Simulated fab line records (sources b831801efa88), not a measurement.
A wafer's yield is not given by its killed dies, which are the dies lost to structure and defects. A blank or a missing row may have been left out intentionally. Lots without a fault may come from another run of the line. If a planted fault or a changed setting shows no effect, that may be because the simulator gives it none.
Problem report, 8D (eight disciplines) form, completed by code :: flow gf180mcu :: the parts of the form that need people (team, actions taken, sign-off) are left out

## 1. THE PROBLEM
Wafers without a fault read 9.999e+12, standard deviation 1.3e+10; dose-ions-cm2 at GF_DNWELL_IMPLANT_07 reads a mean of 9.222e+12 on 6 wafers belonging to 2 lots. That puts it -60 standard deviations away from the usual mean.
First seen on wafer L181.1, day 5 20:42, on implanter-03. The record holds 42 wafers of 14 lots with a number at this step. The rule behind "out" and "out of limits": a value lying over 4 standard deviations away from the usual mean. The rest of the wafers with a number are treated as sound.

## 2. WHAT IT IS, AND WHAT IT ISN'T
question: which readings at this step
is: dose-ions-cm2
is not: -

question: which lots
is: L181, L185
is not: L167, L168, L170, L171, L173, L174, L175, L176, L179, L186, L187, L189

question: which wafers of those lots
is: all that have a number
is not: -

question: read on which tools
is: implanter-03
is not: implanter-02, implanter-04

question: when
is: from day 5 20:42
is not: up to then (27 sound wafers); but 9 sound wafers of L186, L187, L189 came after

## 3. WHAT RULES OUT EACH SUSPECT
Counting: a tool stays on the suspect list if, at a process step up to the reading, it processed all lots that are out and no sound lot following the first of them.
- implanter-03 at GF_DNWELL_IMPLANT_07: kept. It ran every lot that is out, first L181 (day 5 20:42), and no sound lot after that; its last sound lot up to then is L179 (day 5 14:08). Its own dose-ions-cm2 readings are out on those wafers.
After counting, what remains is implanter-03 at GF_DNWELL_IMPLANT_07.

## 4. THE CAUSE (what the simulator had put in)
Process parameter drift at GF_DNWELL_IMPLANT_07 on implanter-03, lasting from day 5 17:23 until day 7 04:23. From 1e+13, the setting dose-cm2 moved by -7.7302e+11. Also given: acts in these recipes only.
The count eliminated every tool but this one.

## 5. SEQUENCE OF EFFECTS, ordered by route
Rows list readings where the struck wafers' mean (over those with a number) sits beyond 3 standard deviations from the usual. Only readings whose record carries a usual standard deviation are examined. hours: median over the lots of the time between each lot's start at the first step of this table that gives one and its start at this step. sigmas: the change, counted in usual standard deviations.
hours: 0
step: GF_DNWELL_IMPLANT_07
reading: dose-ions-cm2
usual: 9.999e+12
on struck wafers: 9.222e+12
change: -7.770e+11
sigmas: -60

hours: 0
step: GF_DNWELL_IMPLANT_07
reading: faraday-current-uA
usual: 56.1
on struck wafers: 51.0
change: -5.1
sigmas: -4.6

hours: 0
step: GF_DNWELL_TW_MEAS_09
reading: DNWELL_TW
usual: 1354
on struck wafers: 1314
change: -40
sigmas: -3.1
Process steps it contains:
- GF_DNWELL_IMPLANT_07
Later steps that measure or inspect, where all struck wafers having a row at the step show a number for every such reading and not one has moved that far: GF_POLY_GATE_CD_MEAS_10, GF_V2_BOW_MEAS_05.

## 6. HOW IT WOULD HAVE BEEN CAUGHT EARLIER
In this record no reading fell out of limits until day 5 20:42, 3 hours after the fault had begun at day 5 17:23.
